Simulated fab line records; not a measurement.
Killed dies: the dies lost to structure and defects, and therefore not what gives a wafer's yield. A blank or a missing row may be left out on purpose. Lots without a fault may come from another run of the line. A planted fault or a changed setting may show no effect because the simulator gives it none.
fab line records	flow sky130
[record] lots = 6	wafers = 18	last_day = 49
route steps=708 shown VT_ADJUST_LVTN@98 VT_ADJUST_NCORE@119 VT_ADJUST_HVTR@131 VT_ADJUST_PCH@153 SONOS_TUNNEL@166 PAD_OPEN@708
lots that met no fault: from a run of the same line without faults
start_h: the number of hours between the record's first day and the start of the first shown wafer of the lot	wait_h: hours elapsed since this lot's preceding step	" unchanged from the row above	L1.1+2: a single row standing in for several wafers	- no value, or no start given	* or withheld: withheld	< > ~ a bound
route shown NAME@n: NAME is a module with steps in the file, n the number in the route of the first one	usual: mean/standard deviation of fault-free wafers	same: alike in all rows	chamber/n: place in a boat	sites: each site's reading	_std_site: the values' standard deviation	_edge_site: the outer-site mean with the inner-site mean subtracted	radius_mm: how far each site lies from the wafer's centre	mask NAME#n: copy n	behind: the tool/chamber that last shaped the wafer	hold: the reason the lot was held/the length of the hold in hours/how it ended	device: the transistor (n, p or np) that didn't switch	end of line: tests run on the same wafers once the route is complete	a step with no rows: only its recipe	killed: the dies lost at the first sort to structure and to defects; this is not the yield of the wafer	map: dies across one wafer; x = killed, . = not, _ = none there
set.NAME: the run value of the setting; set.NAME@STEP: its run value at that earlier step	model.NAME: the simulator's own value behind a step, which no gauge read
lots at some steps of the route; a table a step, a row a wafer
services: when a tool's chamber went out of use (start_h, in hours from the record's first day, below 0 if earlier), for how many hours, and the reason
[[steps]]
[step SKY_VT_ADJUST_LVTN_HMDS_01]
[recipe] prime_time_s = 60	prime_temp_c = 120
[step SKY_VT_ADJUST_LVTN_COAT_02]
[recipe] spin_rpm = 2000	resist_thk_nm = 3000
[step SKY_VT_ADJUST_LVTN_SOFTBAKE_03]
[recipe] temp_c = 110	time_s = withheld
[step SKY_VT_ADJUST_LVTN_EXPOSE_04]
[recipe] mask_id = NWM_COMPLEMENT_LESS_NATIVE	na = 0.6	source_shape = conventional	sigma_outer = 0.6	polarization = unpolarized	target_cd_nm = 840	dose_mj = 194
[step SKY_VT_ADJUST_LVTN_PEB_05]
[recipe] temp_c = 115	time_s = withheld
[step SKY_VT_ADJUST_LVTN_DEVELOP_06]
[recipe] wall_angle_deg = 90	developer = TMAH	develop_time_s = 60	dev_temp_c = 23
[step SKY_VT_ADJUST_LVTN_OVL_MEAS_07]
[usual] VT_ADJUST_LVTN_OVL = 0.3/1.4
lot.wafer	tool	chamber	start_h	wait_h	VT_ADJUST_LVTN_OVL[nm]
L754.2	overlay-01	-	160.34	-	0.9
L754.3	"	-	"	"	-0.6
L754.6	"	-	"	"	1.4
L756.1	overlay-01	-	172.23	-	-0.6
L756.2	"	-	"	"	0.6
L756.3	"	-	"	"	0.6
L757.2	overlay-02	-	179.79	-	-2.5
L757.5	"	-	"	"	0.2
L757.6	"	-	"	"	0.1
L768.1	overlay-01	-	251.43	-	-1.0
L768.3	"	-	"	"	0.4
L768.5	"	-	"	"	0.6
L769.2	overlay-01	-	263.09	-	2.3
L769.3	"	-	"	"	2.6
L769.5	"	-	"	"	2.8
L771.1	overlay-02	-	277.23	-	3.5
L771.2	"	-	"	"	2.0
L771.5	"	-	"	"	2.4
[step SKY_VT_ADJUST_LVTN_IMPLANT_08]
[recipe] species = B	energy_kev = 30	dose_cm2 = 1.57e+12	tilt_deg = withheld
[step SKY_VT_ADJUST_LVTN_STRIP_09]
[recipe] chemistry = O2/N2	power_w = 1400	pressure_mtorr = 1500	platen_temp_c = withheld	o2_flow_sccm = 3000	n2_flow_sccm = 300	overash_fraction = 0.5
[usual] drypump_motor_current_A = 5.7/0.48	oes_product_au = 0.722/0.0047	strip_time_to_endpoint_s = 36.89/0.13
lot.wafer	tool	chamber	start_h	wait_h	drypump_motor_current_A	oes_product_au	rf_hours_counter_h	strip_time_to_endpoint_s
L754.2	plasma_asher-02	1	160.52	0.1	6.1	0.734	4	36.86
L754.3	"	1	"	"	6.1	0.722	-	36.86
L754.6	"	1	"	"	6.1	0.725	-	36.97
L756.1	plasma_asher-01	1	172.42	0.1	5.6	0.724	49	36.86
L756.2	"	0	"	"	6.3	0.719	49	36.89
L756.3	"	0	"	"	6.3	0.720	-	36.88
L757.2	plasma_asher-03	0	179.97	0.1	5.2	0.720	47	36.93
L757.5	"	1	"	"	6.1	0.722	-	36.95
L757.6	"	0	"	"	5.2	0.713	-	36.90
L768.1	plasma_asher-01	0	251.62	0.1	6.3	0.727	56	37.06
L768.3	"	1	"	"	5.7	0.724	-	37.08
L768.5	"	1	"	"	5.7	0.720	-	37.00
L769.2	plasma_asher-01	1	263.27	0.1	5.6	0.713	58	36.86
L769.3	"	0	"	"	6.3	0.722	-	36.77
L769.5	"	0	"	"	6.3	0.723	-	36.85
L771.1	plasma_asher-02	1	277.42	0.1	6.1	0.725	15	36.61
L771.2	"	0	"	"	5.0	0.725	15	36.60
L771.5	"	1	"	"	6.1	0.730	-	36.73
[step SKY_VT_ADJUST_LVTN_TW_MEAS_10]
[usual] VT_ADJUST_LVTN_TW = 243.4/2.7
lot.wafer	tool	chamber	start_h	wait_h	VT_ADJUST_LVTN_TW
L754.2	film_metro-01	-	160.63	0.1	245.4
L754.3	"	-	"	"	245.0
L754.6	"	-	"	"	246.3
L756.1	film_metro-01	-	172.52	0.1	246.3
L756.2	"	-	"	"	245.9
L756.3	"	-	"	"	246.9
L757.2	film_metro-01	-	180.08	0.1	246.2
L757.5	"	-	"	"	243.9
L757.6	"	-	"	"	245.5
L768.1	film_metro-01	-	251.72	0.1	243.3
L768.3	"	-	"	"	244.3
L768.5	"	-	"	"	245.2
L769.2	film_metro-03	-	263.38	0.1	238.0
L769.3	"	-	"	"	238.7
L769.5	"	-	"	"	235.4
L771.1	film_metro-03	-	277.52	0.1	239.5
L771.2	"	-	"	"	240.7
L771.5	"	-	"	"	239.8
[step SKY_VT_ADJUST_LVTN_DEHYDRATE_11]
[recipe] temp_c = 200	time_s = 60
[step SKY_VT_ADJUST_LVTN_HMDS_12]
[recipe] prime_time_s = 60	prime_temp_c = 120
[step SKY_VT_ADJUST_LVTN_COAT_13]
[recipe] resist = NOVOLAK	spin_rpm = 3000	resist_thk_nm = 1140
[usual] chill_plate_temp_C = 23.01/0.11	dispense_pressure_kPa = 47.5/2.8
lot.wafer	tool	chamber	start_h	wait_h	chill_plate_temp_C	dispense_pressure_kPa
L754.2	litho_track-02	0	170.76	0.1	22.98	45.7
L754.3	"	0	"	"	23.08	45.7
L754.6	"	0	"	"	22.94	45.7
L756.1	litho_track-01	-	182.78	0.1	-	-
L756.2	"	-	"	"	-	-
L756.3	"	-	"	"	-	-
L757.2	litho_track-01	-	190.26	0.1	-	-
L757.5	"	-	"	"	-	-
L757.6	"	-	"	"	-	-
L768.1	litho_track-03	0	263.13	0.1	23.12	51.5
L768.3	"	0	"	"	23.00	51.5
L768.5	"	0	"	"	23.06	51.5
L769.2	litho_track-03	0	275.40	0.1	22.90	51.5
L769.3	"	0	"	"	23.10	51.4
L769.5	"	0	"	"	22.87	51.5
L771.1	litho_track-01	0	289.83	0.1	22.88	45.2
L771.2	"	0	"	"	22.92	45.2
L771.5	"	0	"	"	22.91	45.2
[step SKY_VT_ADJUST_LVTN_SOFTBAKE_14]
[recipe] temp_c = 90	time_s = 60	resist = NOVOLAK
[step SKY_VT_ADJUST_LVTN_EXPOSE_15]
[recipe] mask_id = HVN_STD_DERIVED	na = 0.6	source_shape = conventional	sigma_outer = 0.6	polarization = unpolarized	target_cd_nm = 600	dose_mj = 163
[step SKY_VT_ADJUST_LVTN_PEB_16]
[recipe] temp_c = withheld	time_s = *	resist = NOVOLAK
[step SKY_VT_ADJUST_LVTN_DEVELOP_17]
[recipe] resist = NOVOLAK	developer = TMAH	develop_time_s = 60	dev_temp_c = 23
[step SKY_VT_ADJUST_LVTN_OVL_MEAS_18]
[usual] VT_ADJUST_LVTN_01_OVL = -0.3/1.2
lot.wafer	tool	chamber	start_h	wait_h	VT_ADJUST_LVTN_01_OVL[nm]
L754.2	overlay-01	-	180.99	0.1	1.1
L754.3	"	-	"	"	0.8
L754.6	"	-	"	"	-0.2
L756.1	overlay-02	-	193.28	0.1	-
L756.2	"	-	"	"	-
L756.3	"	-	"	"	-
L757.2	overlay-01	-	200.79	0.1	-
L757.5	"	-	"	"	-
L757.6	"	-	"	"	-
L768.1	overlay-02	-	275.43	0.1	0.6
L768.3	"	-	"	"	-1.0
L768.5	"	-	"	"	-1.7
L769.2	overlay-01	-	287.99	0.1	1.7
L769.3	"	-	"	"	0.4
L769.5	"	-	"	"	2.3
L771.1	overlay-02	-	302.43	0.1	-1.1
L771.2	"	-	"	"	-2.3
L771.5	"	-	"	"	-2.0
[step SKY_VT_ADJUST_LVTN_IMPLANT_19]
[recipe] species = B	energy_kev = 30	dose_cm2 = 6.5e+11	tilt_deg = withheld
[step SKY_VT_ADJUST_LVTN_STRIP_20]
[recipe] chemistry = O2/N2	power_w = 1400	pressure_mtorr = 1500	platen_temp_c = withheld	o2_flow_sccm = 3000	n2_flow_sccm = 300	overash_fraction = 0.5
[usual] drypump_motor_current_A = 5.7/0.48	oes_product_au = 0.716/0.0044	strip_time_to_endpoint_s = 14.17/0.043
lot.wafer	tool	chamber	start_h	wait_h	drypump_motor_current_A	oes_product_au	rf_hours_counter_h	strip_time_to_endpoint_s
L754.2	plasma_asher-01	0	181.17	0.1	6.4	0.716	50	14.20
L754.3	"	1	"	"	5.7	0.711	-	14.19
L754.6	"	1	"	"	5.7	0.711	-	14.20
L756.1	plasma_asher-02	0	193.47	0.1	5.0	-	7	-
L756.2	"	1	"	"	6.1	-	7	-
L756.3	"	1	"	"	6.1	-	-	-
L757.2	plasma_asher-01	1	200.97	0.1	5.6	-	52	-
L757.5	"	1	"	"	5.6	-	-	-
L757.6	"	0	"	"	6.3	-	-	-
L768.1	plasma_asher-01	0	275.62	0.1	6.3	0.709	59	14.14
L768.3	"	1	"	"	5.7	0.710	-	14.17
L768.5	"	0	"	"	6.4	0.714	-	14.13
L769.2	plasma_asher-03	1	288.17	0.1	6.0	0.713	58	14.13
L769.3	"	1	"	"	6.1	0.712	-	14.14
L769.5	"	0	"	"	5.2	0.715	-	14.07
L771.1	plasma_asher-02	0	302.73	0.1	5.0	0.714	17	14.10
L771.2	"	1	"	"	6.1	0.719	17	14.14
L771.5	"	1	"	"	6.1	0.715	-	14.15
[step SKY_VT_ADJUST_LVTN_TW_MEAS_21]
[usual] VT_ADJUST_LVTN_2_TW = 189.6/2.1
lot.wafer	tool	chamber	start_h	wait_h	VT_ADJUST_LVTN_2_TW
L754.2	film_metro-02	-	181.28	0.1	189.7
L754.3	"	-	"	"	189.8
L754.6	"	-	"	"	189.4
L756.1	film_metro-01	-	193.57	0.1	190.8
L756.2	"	-	"	"	190.9
L756.3	"	-	"	"	190.8
L757.2	film_metro-01	-	201.08	0.1	191.8
L757.5	"	-	"	"	190.1
L757.6	"	-	"	"	190.4
L768.1	film_metro-01	-	275.72	0.1	191.1
L768.3	"	-	"	"	191.3
L768.5	"	-	"	"	190.7
L769.2	film_metro-01	-	288.28	0.1	192.7
L769.3	"	-	"	"	191.9
L769.5	"	-	"	"	192.2
L771.1	film_metro-03	-	302.83	0.1	185.7
L771.2	"	-	"	"	184.8
L771.5	"	-	"	"	184.7
[step SKY_VT_ADJUST_NCORE_DEHYDRATE_00]
[recipe] temp_c = 200	time_s = 60
[step SKY_VT_ADJUST_NCORE_HMDS_01]
[recipe] prime_time_s = 60	prime_temp_c = 120
[step SKY_VT_ADJUST_NCORE_COAT_02]
[recipe] resist = NOVOLAK	spin_rpm = 3000	resist_thk_nm = 1121
[step SKY_VT_ADJUST_NCORE_SOFTBAKE_03]
[recipe] temp_c = 90	time_s = 60	resist = NOVOLAK
[step SKY_VT_ADJUST_NCORE_EXPOSE_04]
[recipe] mask_id = LVTN_COMPLEMENT_THIN	na = 0.6	source_shape = conventional	sigma_outer = 0.6	polarization = unpolarized	target_cd_nm = 380	dose_mj = 139
[step SKY_VT_ADJUST_NCORE_PEB_05]
[recipe] temp_c = withheld	time_s = *	resist = NOVOLAK
[step SKY_VT_ADJUST_NCORE_DEVELOP_06]
[recipe] resist = NOVOLAK	developer = TMAH	develop_time_s = 60	dev_temp_c = 23
[step SKY_VT_ADJUST_NCORE_CD_MEAS_07]
[recipe] target_cd_nm = 380
[usual] cd_nm = 380.3/2.1
lot.wafer	tool	chamber	start_h	wait_h	cd_nm
L754.2	cd_sem-01	-	202.70	0.1	379.8
L754.3	"	-	"	"	380.4
L754.6	"	-	"	"	376.2
L756.1	cd_sem-02	-	215.58	0.1	376.4
L756.2	"	-	"	"	379.1
L756.3	"	-	"	"	378.2
L757.2	cd_sem-01	-	223.50	0.1	379.2
L757.5	"	-	"	"	383.1
L757.6	"	-	"	"	382.9
L768.1	cd_sem-01	-	299.93	0.1	380.8
L768.3	"	-	"	"	377.4
L768.5	"	-	"	"	379.8
L769.2	cd_sem-02	-	312.90	0.1	377.9
L769.3	"	-	"	"	377.7
L769.5	"	-	"	"	380.9
L771.1	cd_sem-01	-	328.38	0.2	380.7
L771.2	"	-	"	"	380.7
L771.5	"	-	"	"	378.6
[step SKY_VT_ADJUST_NCORE_OVL_MEAS_08]
[usual] VT_ADJUST_NCORE_OVL = 0.4/1.4
lot.wafer	tool	chamber	start_h	wait_h	VT_ADJUST_NCORE_OVL[nm]
L754.2	overlay-02	-	202.81	0.1	1.7
L754.3	"	-	"	"	0.5
L754.6	"	-	"	"	2.9
L756.1	overlay-02	-	215.70	0.1	0.3
L756.2	"	-	"	"	1.2
L756.3	"	-	"	"	0.8
L757.2	overlay-02	-	223.61	0.1	1.9
L757.5	"	-	"	"	0.8
L757.6	"	-	"	"	1.4
L768.1	overlay-01	-	300.05	0.1	0.9
L768.3	"	-	"	"	2.7
L768.5	"	-	"	"	1.0
L769.2	overlay-01	-	313.01	0.1	-2.5
L769.3	"	-	"	"	-0.4
L769.5	"	-	"	"	-0.1
L771.1	overlay-02	-	328.50	0.1	-2.9
L771.2	"	-	"	"	-0.6
L771.5	"	-	"	"	-1.7
[step SKY_VT_ADJUST_NCORE_IMPLANT_09]
[recipe] species = B	energy_kev = 10	dose_cm2 = 2.4e+12	tilt_deg = withheld
[step SKY_VT_ADJUST_NCORE_STRIP_10]
[recipe] chemistry = O2/N2	power_w = 1400	pressure_mtorr = 1500	platen_temp_c = withheld	o2_flow_sccm = 3000	n2_flow_sccm = 300	overash_fraction = 0.5
[usual] drypump_motor_current_A = 5.5/0.47	oes_product_au = 0.715/0.0047	strip_time_to_endpoint_s = 13.94/0.034
lot.wafer	tool	chamber	start_h	wait_h	drypump_motor_current_A	oes_product_au	rf_hours_counter_h	strip_time_to_endpoint_s
L754.2	plasma_asher-02	1	202.99	0.1	6.1	0.718	8	13.89
L754.3	"	0	"	"	5.0	0.720	-	13.89
L754.6	"	0	"	"	5.0	0.722	-	13.93
L756.1	plasma_asher-03	1	215.89	0.1	6.0	0.706	51	14.00
L756.2	"	0	"	"	5.2	0.721	51	14.00
L756.3	"	1	"	"	6.1	0.710	-	13.95
L757.2	plasma_asher-03	1	223.79	0.1	6.1	0.711	51	13.97
L757.5	"	1	"	"	6.1	0.713	-	13.93
L757.6	"	0	"	"	5.2	0.713	-	13.94
L768.1	plasma_asher-03	0	300.24	0.1	5.2	0.718	59	13.99
L768.3	"	1	"	"	6.1	0.711	-	13.95
L768.5	"	1	"	"	6.0	0.718	-	13.97
L769.2	plasma_asher-02	1	313.19	0.1	6.1	0.712	18	13.99
L769.3	"	1	"	"	6.1	0.714	-	13.96
L769.5	"	1	"	"	6.1	0.710	-	14.00
L771.1	plasma_asher-03	1	328.69	0.1	6.0	0.718	62	13.91
L771.2	"	0	"	"	5.2	0.716	62	13.87
L771.5	"	0	"	"	5.2	0.712	-	13.95
[step SKY_VT_ADJUST_NCORE_TW_MEAS_11]
[usual] VT_ADJUST_NCORE_TW = 219.1/2.7
lot.wafer	tool	chamber	start_h	wait_h	VT_ADJUST_NCORE_TW
L754.2	film_metro-03	-	203.10	0.1	215.7
L754.3	"	-	"	"	215.4
L754.6	"	-	"	"	215.7
L756.1	film_metro-04	-	215.99	0.1	253.4
L756.2	"	-	"	"	252.5
L756.3	"	-	"	"	252.2
L757.2	film_metro-03	-	223.90	0.1	246.7
L757.5	"	-	"	"	246.0
L757.6	"	-	"	"	245.5
L768.1	film_metro-02	-	300.34	0.1	220.5
L768.3	"	-	"	"	220.5
L768.5	"	-	"	"	219.3
L769.2	film_metro-04	-	313.30	0.1	223.3
L769.3	"	-	"	"	222.1
L769.5	"	-	"	"	221.8
L771.1	film_metro-04	-	328.79	0.1	224.0
L771.2	"	-	"	"	221.3
L771.5	"	-	"	"	222.6
[step SKY_VT_ADJUST_HVTR_DEHYDRATE_00]
[recipe] temp_c = 200	time_s = 60
[step SKY_VT_ADJUST_HVTR_HMDS_01]
[recipe] prime_time_s = 60	prime_temp_c = 120
[step SKY_VT_ADJUST_HVTR_COAT_02]
[recipe] resist = NOVOLAK	spin_rpm = 3000	resist_thk_nm = 1140
[step SKY_VT_ADJUST_HVTR_SOFTBAKE_03]
[recipe] temp_c = 90	time_s = 60	resist = NOVOLAK
[step SKY_VT_ADJUST_HVTR_EXPOSE_04]
[recipe] mask_id = HVTRM	target_cd_nm = 380	na = 0.6	source_shape = conventional	sigma_outer = 0.6	dose_mj = 150
[step SKY_VT_ADJUST_HVTR_PEB_05]
[recipe] temp_c = withheld	time_s = *	resist = NOVOLAK
[step SKY_VT_ADJUST_HVTR_DEVELOP_06]
[recipe] develop_time_s = 60	dev_temp_c = 23
[step SKY_VT_ADJUST_HVTR_CD_MEAS_07]
[recipe] target_cd_nm = 380
[usual] cd_nm = 380/3.2
lot.wafer	tool	chamber	start_h	wait_h	cd_nm
L754.2	cd_sem-01	-	224.75	0.1	380
L754.3	"	-	"	"	384
L754.6	"	-	"	"	380
L756.1	cd_sem-02	-	238.23	0.1	380
L756.2	"	-	"	"	378
L756.3	"	-	"	"	381
L757.2	cd_sem-01	-	246.10	0.1	375
L757.5	"	-	"	"	373
L757.6	"	-	"	"	374
L768.1	cd_sem-02	-	325.64	0.1	384
L768.3	"	-	"	"	388
L768.5	"	-	"	"	383
L769.2	cd_sem-01	-	339.25	0.1	377
L769.3	"	-	"	"	378
L769.5	"	-	"	"	380
L771.1	cd_sem-02	-	356.08	0.1	381
L771.2	"	-	"	"	379
L771.5	"	-	"	"	383
[step SKY_VT_ADJUST_HVTR_OVL_MEAS_08]
[usual] VT_ADJUST_HVTR_OVL = -0.3/1.4
lot.wafer	tool	chamber	start_h	wait_h	VT_ADJUST_HVTR_OVL[nm]
L754.2	overlay-02	-	224.86	0.1	-0.5
L754.3	"	-	"	"	-1.3
L754.6	"	-	"	"	-1.5
L756.1	overlay-02	-	238.35	0.1	-1.4
L756.2	"	-	"	"	-1.8
L756.3	"	-	"	"	-2.6
L757.2	overlay-01	-	246.21	0.1	-0.2
L757.5	"	-	"	"	-1.6
L757.6	"	-	"	"	0.6
L768.1	overlay-02	-	325.76	0.1	-0.5
L768.3	"	-	"	"	-2.1
L768.5	"	-	"	"	-3.6
L769.2	overlay-01	-	339.35	0.1	1.6
L769.3	"	-	"	"	1.2
L769.5	"	-	"	"	2.8
L771.1	overlay-02	-	356.20	0.1	-0.5
L771.2	"	-	"	"	-1.7
L771.5	"	-	"	"	-2.1
[step SKY_VT_ADJUST_HVTR_TW_MEAS_11]
[usual] VT_ADJUST_HVTR_TW = 214.4/1.3
lot.wafer	tool	chamber	start_h	wait_h	VT_ADJUST_HVTR_TW
L754.2	film_metro-04	-	225.15	0.1	214.4
L754.3	"	-	"	"	214.5
L754.6	"	-	"	"	214.5
L756.1	film_metro-02	-	238.64	0.1	247.0
L756.2	"	-	"	"	244.9
L756.3	"	-	"	"	246.0
L757.2	film_metro-01	-	246.50	0.1	248.4
L757.5	"	-	"	"	247.5
L757.6	"	-	"	"	247.5
L768.1	film_metro-02	-	326.05	0.1	214.0
L768.3	"	-	"	"	213.3
L768.5	"	-	"	"	213.0
L769.2	film_metro-01	-	339.64	0.1	215.0
L769.3	"	-	"	"	215.4
L769.5	"	-	"	"	215.7
L771.1	film_metro-04	-	356.49	0.1	216.9
L771.2	"	-	"	"	215.4
L771.5	"	-	"	"	216.7
[step SKY_VT_ADJUST_PCH_TW_MEAS_10]
[usual] VT_ADJUST_PCH_TW = 143.9/2
lot.wafer	tool	chamber	start_h	wait_h	VT_ADJUST_PCH_TW
L754.2	film_metro-04	-	248.29	0.1	143.3
L754.3	"	-	"	"	143.6
L754.6	"	-	"	"	143.1
L756.1	film_metro-03	-	262.28	0.1	200.5
L756.2	"	-	"	"	201.8
L756.3	"	-	"	"	200.9
L757.2	film_metro-01	-	270.68	0.1	207.8
L757.5	"	-	"	"	207.5
L757.6	"	-	"	"	209.0
L768.1	film_metro-04	-	354.07	0.1	145.3
L768.3	"	-	"	"	145.1
L768.5	"	-	"	"	145.4
L769.2	film_metro-01	-	367.73	0.1	144.9
L769.3	"	-	"	"	145.6
L769.5	"	-	"	"	146.3
L771.1	film_metro-04	-	385.33	0.1	144.1
L771.2	"	-	"	"	144.6
L771.5	"	-	"	"	145.4
[step SKY_SONOS_TUNNEL_TW_MEAS_12]
[usual] SONOS_TUNNEL_TW = 199.1/2.1
lot.wafer	tool	chamber	start_h	wait_h	SONOS_TUNNEL_TW
L754.2	film_metro-03	-	272.27	0.0	196.8
L754.3	"	-	"	"	195.3
L754.6	"	-	"	"	195.8
L756.1	film_metro-03	-	287.07	0.0	232.8
L756.2	"	-	"	"	231.9
L756.3	"	-	"	"	232.8
L757.2	film_metro-01	-	296.01	0.0	238.7
L757.5	"	-	"	"	240.5
L757.6	"	-	"	"	238.0
L768.1	film_metro-01	-	383.05	0.0	201.6
L768.3	"	-	"	"	202.0
L768.5	"	-	"	"	201.6
L769.2	film_metro-01	-	397.61	0.0	200.9
L769.3	"	-	"	"	200.3
L769.5	"	-	"	"	200.2
L771.1	film_metro-02	-	415.15	0.0	199.9
L771.2	"	-	"	"	198.0
L771.5	"	-	"	"	199.5
[step SKY_PAD_OPEN_PROBE_99]
lot.wafer	tool	chamber	start_h	wait_h	model.etest.nfet_16v.r_on_ohm_um	model.etest.res_pwde_under_gate.rs_ohm_sq	model.etest.pfet_16v.r_on_ohm_um	model.etest.pfet_g5v0d10v5.r_on_ohm_um	model.etest.tip_p.rs_ohm_sq	model.etest.pfet_01v8.r_on_ohm_um	model.etest.tip_p_5v.rs_ohm_sq	model.etest.nfet_05v0_nvt.drive_ua_um
L754.2	prober-02	-	1089.00	0.1	1.429e+04	6131	1.555e+04	4764	7004	2931	2832	569.2
L754.3	prober-02	-	1089.05	0.2	1.43e+04	6159	1.503e+04	4772	7035	3023	2854	564.1
L754.6	prober-02	-	1089.20	0.2	1.419e+04	6154	1.538e+04	4671	6940	2947	2842	573.2
L756.1	prober-02	-	1103.77	0.1	1.672e+04	5636	1.462e+04	4446	6492	2777	2762	542.4
L756.2	prober-02	-	1103.82	0.1	1.678e+04	5633	1.473e+04	4482	6545	2803	2762	534.5
L756.3	prober-02	-	1103.87	0.2	1.665e+04	5604	1.483e+04	4440	6560	2782	2745	539.8
L757.2	prober-01	-	1109.80	0.1	1.648e+04	5563	1.456e+04	4480	6650	2852	2782	532.7
L757.5	prober-01	-	1109.95	0.2	1.648e+04	5525	1.438e+04	4541	6673	2858	2758	525.7
L757.6	prober-01	-	1110.00	0.2	1.652e+04	5530	1.477e+04	4529	6656	2882	2774	528.4
L768.1	prober-02	-	1167.19	0.1	1.426e+04	6138	1.519e+04	4862	6996	3038	2853	559.1
L768.3	prober-02	-	1167.29	0.2	1.423e+04	6131	1.528e+04	4798	6956	2998	2865	568.2
L768.5	prober-02	-	1167.39	0.2	1.407e+04	6140	1.507e+04	4851	7009	3032	2870	563.7
L769.2	prober-01	-	1175.86	0.1	1.43e+04	6187	1.556e+04	4857	7107	2969	2891	560.4
L769.3	prober-01	-	1175.91	0.2	1.411e+04	6190	1.536e+04	4784	7073	2982	2889	570.6
L769.5	prober-01	-	1176.01	0.2	1.425e+04	6133	1.538e+04	4923	7027	3052	2892	564
L771.1	prober-01	-	1187.63	0.1	1.406e+04	6250	1.483e+04	4704	6904	2854	2829	577.6
L771.2	prober-01	-	1187.68	0.1	1.41e+04	6251	1.507e+04	4749	6849	2886	2803	569.1
L771.5	prober-01	-	1187.83	0.2	1.418e+04	6178	1.498e+04	4768	6830	2946	2859	564.5
// killed by level:class
L754.2 CONTACT:geometric_particle:open=10 LI_CONTACT:geometric_particle:open=8 VIA1:geometric_particle:open=7 METAL1:geometric_particle:short=7 METAL2:geometric_particle:short=6 VIA3:geometric_particle:open=6 VIA2:geometric_particle:open=6 FIELD_ISO:geometric_particle:open=5
L754.3 METAL1:geometric_particle:short=10 VIA1:geometric_particle:open=9 VIA1:geometric_particle:short=8 CONTACT:geometric_particle:open=8 VIA2:geometric_particle:open=7 FIELD_ISO:geometric_particle:open=6 POLY_GATE:geometric_particle:open=6 VIA3:geometric_particle:open=6
L754.6 VIA1:geometric_particle:open=9 FIELD_ISO:geometric_particle:short=7 CONTACT:geometric_particle:open=7 FIELD_ISO:geometric_particle:open=6 METAL2:geometric_particle:short=5 VIA1:geometric_particle:short=4 VIA3:geometric_particle:open=3 VIA3:geometric_particle:short=3
L768.1 CONTACT:geometric_particle:open=11 VIA1:geometric_particle:open=10 METAL2:geometric_particle:short=9 VIA2:geometric_particle:open=6 LI_CONTACT:geometric_particle:open=5 FIELD_ISO:geometric_particle:open=4 POLY_GATE:geometric_particle:open=4 METAL1:geometric_particle:short=4
L768.3 CONTACT:geometric_particle:open=11 VIA3:geometric_particle:short=10 VIA3:geometric_particle:open=10 LI_CONTACT:geometric_particle:open=8 FIELD_ISO:geometric_particle:short=7 VIA2:geometric_particle:open=7 VIA1:geometric_particle:open=7 POLY_GATE:geometric_particle:open=4
L768.5 CONTACT:geometric_particle:open=13 VIA1:geometric_particle:open=12 METAL1:geometric_particle:short=7 VIA2:geometric_particle:open=6 VIA3:geometric_particle:open=6 VIA3:geometric_particle:short=5 LI_CONTACT:geometric_particle:open=4 METAL2:geometric_particle:short=4
L769.2 VIA1:geometric_particle:open=13 CONTACT:geometric_particle:open=11 VIA3:geometric_particle:open=8 LI_CONTACT:geometric_particle:open=6 VIA2:geometric_particle:open=5 POLY_GATE:geometric_particle:open=4 VIA1:geometric_particle:short=4 METAL2:geometric_particle:short=4
L769.3 VIA1:geometric_particle:open=11 CONTACT:geometric_particle:open=8 LI_CONTACT:geometric_particle:open=6 CONTACT:geometric_particle:short=6 POLY_GATE:geometric_particle:open=5 LI_CONTACT:geometric_particle:short=5 LOCAL_INTERCONNECT:geometric_particle:short=5 VIA3:geometric_particle:open=5
L769.5 CONTACT:geometric_particle:open=10 VIA1:geometric_particle:open=8 CONTACT:geometric_particle:short=7 METAL1:geometric_particle:short=5 VIA1:geometric_particle:short=5 VIA2:geometric_particle:open=5 LOCAL_INTERCONNECT:geometric_particle:short=4 VIA3:geometric_particle:short=4
L771.1 METAL2:geometric_particle:short=10 VIA1:geometric_particle:open=9 CONTACT:geometric_particle:open=8 FIELD_ISO:geometric_particle:open=6 POLY_GATE:geometric_particle:open=6 LI_CONTACT:geometric_particle:short=5 VIA2:geometric_particle:open=5 METAL1:geometric_particle:short=4
L771.2 CONTACT:geometric_particle:open=10 VIA1:geometric_particle:open=8 METAL2:geometric_particle:short=8 LI_CONTACT:geometric_particle:open=7 METAL4:geometric_particle:short=7 FIELD_ISO:geometric_particle:short=6 POLY_GATE:geometric_particle:short=6 VIA2:geometric_particle:open=6
L771.5 VIA1:geometric_particle:open=13 VIA2:geometric_particle:open=9 VIA1:geometric_particle:short=8 METAL4:geometric_particle:short=7 CONTACT:geometric_particle:short=6 LI_CONTACT:geometric_particle:open=6 CONTACT:geometric_particle:open=6 VIA3:geometric_particle:open=6
[[services]]
tool	chamber	start_h	hours	kind
plasma_asher-03	-	174.20	0.9	repair
plasma_asher-03	-	237.18	1.0	repair
litho_track-02	-	251.04	-	consumable_replace:filter
[[key]]
[first_sign] step = SKY_VT_ADJUST_LVTN_COAT_13	reading = tool_record	direction = missing
[effect] step = SKY_VT_ADJUST_LVTN_OVL_MEAS_18	reading = VT_ADJUST_LVTN_01_OVL	direction = missing
[effect] step = SKY_VT_ADJUST_NCORE_TW_MEAS_11	reading = VT_ADJUST_NCORE_TW	direction = up	sigmas = 11	usual = 219.1	struck = 249.4
[effect] step = SKY_VT_ADJUST_HVTR_TW_MEAS_11	reading = VT_ADJUST_HVTR_TW	direction = up	sigmas = 25	usual = 214.4	struck = 246.9
[effect] step = SKY_VT_ADJUST_PCH_TW_MEAS_10	reading = VT_ADJUST_PCH_TW	direction = up	sigmas = 30	usual = 143.9	struck = 204.6
[effect] step = SKY_SONOS_TUNNEL_TW_MEAS_12	reading = SONOS_TUNNEL_TW	direction = up	sigmas = 17	usual = 199.1	struck = 235.8
[model_effect] step = SKY_PAD_OPEN_PROBE_99	value = etest.nfet_16v.r_on_ohm_um	without = 1.439e+04	struck = 1.661e+04
met_at SKY_VT_ADJUST_LVTN_COAT_13
struck_wafers L756.1,L756.2,L756.3,L757.2,L757.5,L757.6
sort_left_out L756.1,L756.2,L756.3,L757.2,L757.5,L757.6
tester_left_out L756,L757
[fault] kind = skipped_step_whole	tool = litho_track-01	chamber = -	onset_h = 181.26	steps = SKY_VT_ADJUST_LVTN_COAT_13	scope = struck_lots_only
// tester_left_out: of these lots the tester's yield and bins aren't shown, on N5 and GAA mostly nor the transistor test; their killed dies are dies lost to structure and defects alone, not to doping, threshold or leakage, so they don't give the yield
// sort_left_out: the simulated sort isn't trusted on such a fault, so these wafers' sort isn't shown, and their yield isn't known
